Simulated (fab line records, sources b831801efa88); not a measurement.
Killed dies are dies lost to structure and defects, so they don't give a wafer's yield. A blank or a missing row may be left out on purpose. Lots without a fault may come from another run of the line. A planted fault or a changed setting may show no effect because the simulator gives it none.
Which tool did it? | flow gf180mcu | 12 lots, 36 wafers sampled, at 5 steps of a route of 602

WHAT THE GAUGES READ, wafer by wafer
GF_HV_LDD_CD_MEAS_19: target cd 400 nm. Usual: cd_nm 399.6 nm, standard deviation 2.3.
lot  | measured     | on        | cd_nm (nm)        | flag
L461 | day 11 01:31 | cd_sem-02 | 397.9 396.9 397.4 |
L463 | day 11 15:06 | cd_sem-01 | 399.3 399.1 396.4 |
L464 | day 11 21:32 | cd_sem-01 | 400.4 397.1 398.6 |
L465 | day 12 08:46 | cd_sem-02 | 398.2 399.1 397.8 |
L466 | day 12 14:47 | cd_sem-02 | 395.4 397.0 397.6 |
L469 | day 13 13:57 | cd_sem-01 | 400.1 397.5 399.7 |
L471 | day 14 07:09 | cd_sem-01 | 398.1 399.9 400.7 |
L473 | day 14 21:46 | cd_sem-02 | 401.5 400.9 402.2 |
L475 | day 15 09:40 | cd_sem-02 | 399.9 398.5 398.2 |
L478 | day 16 08:49 | cd_sem-02 | 395.5 398.9 397.8 |
L482 | day 17 15:28 | cd_sem-02 | 402.1 402.0 399.7 |
L483 | day 18 02:50 | cd_sem-02 | 399.5 403.1 402.1 |

GF_HV_LDD_TW_MEAS_23. Usual: HV_LDD_2_TW 1056, standard deviation 7.6.
lot  | measured     | on            | HV_LDD_2_TW    | flag
L461 | day 11 01:55 | film_metro-04 | 1060 1060 1069 |
L463 | day 11 15:30 | film_metro-04 | 1063 1060 1053 |
L464 | day 11 21:57 | film_metro-02 | 1053 1044 1049 |
L465 | day 12 09:10 | film_metro-04 | 1060 1058 1060 |
L466 | day 12 15:12 | film_metro-01 | 1047 1046 1050 |
L469 | day 13 14:21 | film_metro-04 | 1063 1064 1062 |
L471 | day 14 07:33 | film_metro-01 | 1043 1045 1047 |
L473 | day 14 22:10 | film_metro-02 | 1056 1051 1053 |
L475 | day 15 10:04 | film_metro-04 | 1065 1063 1063 |
L478 | day 16 09:13 | film_metro-04 | 1049 1063 1063 |
L482 | day 17 15:51 | film_metro-04 | 1065 1062 1067 |
L483 | day 18 03:14 | film_metro-02 | 1051 1049 1051 |

GF_HV_LDD_TW_MEAS_50. Usual: HV_LDD_4_TW 568, standard deviation 4.7.
lot  | measured     | on            | HV_LDD_4_TW | flag
L461 | day 12 16:37 | film_metro-04 | 570 568 570 |
L463 | day 13 08:03 | film_metro-04 | 570 570 569 |
L464 | day 13 13:29 | film_metro-04 | 572 574 571 |
L465 | day 14 02:04 | film_metro-01 | 564 566 564 |
L466 | day 14 09:33 | film_metro-04 | 574 574 573 |
L469 | day 15 08:18 | film_metro-04 | 574 576 576 |
L471 | day 16 04:00 | film_metro-02 | 564 563 566 |
L473 | day 16 18:54 | film_metro-04 | 571 567 572 |
L475 | day 17 06:01 | film_metro-04 | 576 572 574 |
L478 | day 18 07:58 | film_metro-04 | 568 572 575 |
L482 | day 19 16:30 | film_metro-04 | 567 565 567 |
L483 | day 20 04:40 | film_metro-04 | 571 571 574 |

GF_HV_LDD_THK_MEAS_57. Usual: HV_LDD_CVD_56_THK 90.6 nm, standard deviation 0.79.
lot  | measured     | on            | HV_LDD_CVD_56_THK (nm)        | flag
L461 | day 12 19:28 | film_metro-04 | 89.9 90.2 90.1                |
L463 | day 13 13:44 | film_metro-01 | 89.5 89.5 89.4                |
L464 | day 13 16:18 | film_metro-04 | 92.7 92.2 92.5                |
L465 | day 14 04:52 | film_metro-02 | 89.6 89.5 89.6                |
L466 | day 14 12:59 | film_metro-04 | 89.7 90.4 90.6                |
L469 | day 15 11:09 | film_metro-02 | 90.4 90.8 90.9                |
L471 | day 16 06:48 | film_metro-02 | 91.3 90.5 91.0                |
L473 | day 16 23:00 | film_metro-01 | 90.7 90.2 90.6                |
L475 | day 17 08:49 | film_metro-04 | 98.6 98.6 99.1 98.7 98.6 99.0 | OFF
L478 | day 18 10:46 | film_metro-04 | 98.5 98.3 99.7 98.6 98.3 99.7 | OFF
L482 | day 19 19:18 | film_metro-01 | 91.9 91.7 91.6                |
L483 | day 20 07:29 | film_metro-04 | 91.2 91.0 91.1                |

WHICH TOOL RAN EACH LOT (tool, then ch and the chambers of the sampled wafers, then the start)
lot  | GF_HV_LDD_CVD_56
L461 | lpcvd-02 ch 0, day 12 18:01
L463 | lpcvd-02 ch 0, day 13 12:18
L464 | lpcvd-01 ch 1, day 13 14:52
L465 | lpcvd-02 ch 1, day 14 03:25
L466 | lpcvd-02 ch 0, day 14 11:34
L469 | lpcvd-01 ch 0, day 15 09:43
L471 | lpcvd-01 ch 1, day 16 05:22
L473 | lpcvd-01 ch 0, day 16 21:34
L475 | lpcvd-02 ch 0, day 17 07:22
L478 | lpcvd-02 ch 0, day 18 09:19
L482 | lpcvd-01 ch 0, day 19 17:52
L483 | lpcvd-01 ch 0, day 20 06:03
- GF_HV_LDD_CVD_56: deposits Si3N4 from DCS/NH3, target thk 90 nm, time 1543 s.

WHAT THE TOOLS THEMSELVES READ (means of the sampled wafers that have a number; where no wafer has one, the mark that the record gives instead)
GF_HV_LDD_CVD_56. Usual: susceptor_temp_C 770.0 C, standard deviation 0.35; zone_power_bottom_pct 19.8 %, standard deviation 0.8.
lot  | tool     | susceptor_temp_C (C) | zone_power_bottom_pct (%) | flag
L461 | lpcvd-02 | 770.3                | 20.7                      |
L463 | lpcvd-02 | 769.7                | 20.8                      |
L464 | lpcvd-01 | 769.6                | 19.7                      |
L465 | lpcvd-02 | 770.2                | 20.4                      |
L466 | lpcvd-02 | 770.0                | 20.8                      |
L469 | lpcvd-01 | 769.5                | 18.9                      |
L471 | lpcvd-01 | 770.0                | 20.0                      |
L473 | lpcvd-01 | 770.1                | 18.9                      |
L475 | lpcvd-02 | 770.0                | 20.6                      |
L478 | lpcvd-02 | 769.7                | 20.6                      |
L482 | lpcvd-01 | 770.0                | 18.9                      |
L483 | lpcvd-01 | 769.8                | 19.0                      |

THE ANSWER, worked out from the rows above alone
Rule: a lot is off if the mean of its wafers that have a number lies more than 3 standard deviations from the usual mean. A lot without any number at a reading at which 4 lots or more have one is off too. The other lots that the step has rows for count as sound. The gauges are gone through in route order, then the tools' own readings, and for those a lot's mean is taken as printed above. The first step at which some lot is off is used, and at that step the reading that is off furthest; a lot without a number counts as furthest.
Off: L475, L478, at GF_HV_LDD_THK_MEAS_57 (HV_LDD_CVD_56_THK).
A tool fits if, at a process step before that reading, it ran every lot that is off, and no sound lot after the first of them. The gauges at GF_HV_LDD_THK_MEAS_57 are tried like those tools. One fits: lpcvd-02 at GF_HV_LDD_CVD_56. Its last sound lot is L466 (day 14 11:34), its first lot that is off L475 (day 17 07:22): a fault that began between those two fits.

WHAT THE SIMULATOR HAD PUT IN
Process parameter drift: lpcvd-02, from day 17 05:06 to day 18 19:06, at GF_HV_LDD_CVD_56. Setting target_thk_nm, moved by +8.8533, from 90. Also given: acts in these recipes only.
Lots struck among those shown: L475, L478. The rule above found the same.
